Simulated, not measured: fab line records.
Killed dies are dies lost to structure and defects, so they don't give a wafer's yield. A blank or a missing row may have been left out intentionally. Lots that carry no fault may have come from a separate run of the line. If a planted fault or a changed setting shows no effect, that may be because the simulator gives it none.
Code-filled problem report in 8D (eight disciplines) form	flow sky130	the parts of the form that need people (team, actions taken, sign-off) are left out

1. PROBLEM STATEMENT
Wafers free of any fault read 68.59 ohm/sq (standard deviation 0.1) for SD_N_RS at SKY_SD_N_RS_MEAS_16, against a mean of 72.06 ohm/sq on 6 wafers of 2 lots. That puts it +35 standard deviations away from the usual mean.
The step: measures by four-point-probe.
First seen on wafer L469.2, day 30 03:22, on film-metro-02. Wafers with a number at this step in the record: 36, from 12 lots. Rule for "out" (also "out of limits"): further than 4 standard deviations from the usual mean. Any other wafer with a number is counted as sound.

2. WHAT IT IS, WHAT IT ISN'T
question	is	is not
which readings at this step	SD_N_RS	-
which lots	L469, L470	L464, L465, L466, L478, L479, L480, L481, L482, L483, L485
which wafers of those lots	all that have a number	-
read on which gauges	film-metro-02	film-metro-01, film-metro-04
when	from day 30 03:22	up to then (9 sound wafers); but 21 sound wafers of L478, L479, L480, L481, L482, L483, L485 came after

3. SUSPECTS, AND WHAT RULES EACH OUT
Counting: a tool at a process step up to the reading stays a suspect if it ran every lot that is out and no sound lot after the first of them.
- the gauge at SKY_SD_N_RS_MEAS_16 is ruled out. All the wafers that are out were read on film-metro-02, but those of them that SKY_SD_N_IMPLANT_09 has rows for are out there too, on other tools.
- implanter-03 at SKY_SD_N_IMPLANT_09: ruled out as a lasting fault. Sound lots L478, L479, L483, L485 ran on it after its first lot that is out, L469 (day 30 02:41).
- plasma-asher-03 at SKY_SD_N_STRIP_11 (strips in O2/N2): ruled out as a lasting fault. Sound lots L478, L480, L482 ran on it after its first lot that is out, L469 (day 30 02:58).
Left after counting: nothing in the record.

4. THE CAUSE (what the simulator had put in)
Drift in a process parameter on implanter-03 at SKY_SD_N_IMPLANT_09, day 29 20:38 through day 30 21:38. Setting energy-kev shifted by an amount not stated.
The count ruled it out by mistake, since the rule takes a fault to strike every lot its tool runs from the start of the fault on, and this one did not do so.

5. SEQUENCE OF EFFECTS, ordered by route
Each row: a reading where the mean over the struck wafers with a number is more than 3 standard deviations away from the usual. Readings are gone through only where the record gives a usual standard deviation; hours: the median, over the lots, of the time from a lot's start at the first step in this table giving one to that lot's start at this step; sigmas: the change measured in usual standard deviations.
hours	step	reading	usual	on struck wafers	change	sigmas
0	SKY_SD_N_IMPLANT_09	beam-energy-keV	50.001	45.362	-4.639	-99 or more
0	SKY_SD_N_STRIP_11	strip-time-to-endpoint-s	22.53 s	21.85	-0.68	-13
1	SKY_SD_N_RS_MEAS_16	SD_N_RS	68.59 ohm/sq	72.06	+3.47	+35
Process steps it contains:
- SKY_SD_N_IMPLANT_09
- SKY_SD_N_STRIP_11: strips in O2/N2.
Later measuring or inspecting steps at which every struck wafer that the step has a row for has a number for every such reading, and none has moved that far: SKY_LI_CONTACT_THK_MEAS_01, SKY_LI_CONTACT_THK_MEAS_23.

6. WHAT WOULD HAVE CAUGHT IT SOONER
Counted from the fault's start at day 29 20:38, it took 7 hours until the first out-of-limits reading at a measuring or inspecting step in this record, taken at day 30 03:22.
The tool's own readings at SKY_SD_N_IMPLANT_09 were out on every struck wafer that the step has a row for (beam-energy-keV): an alarm limit on them would have fired on the first of those.
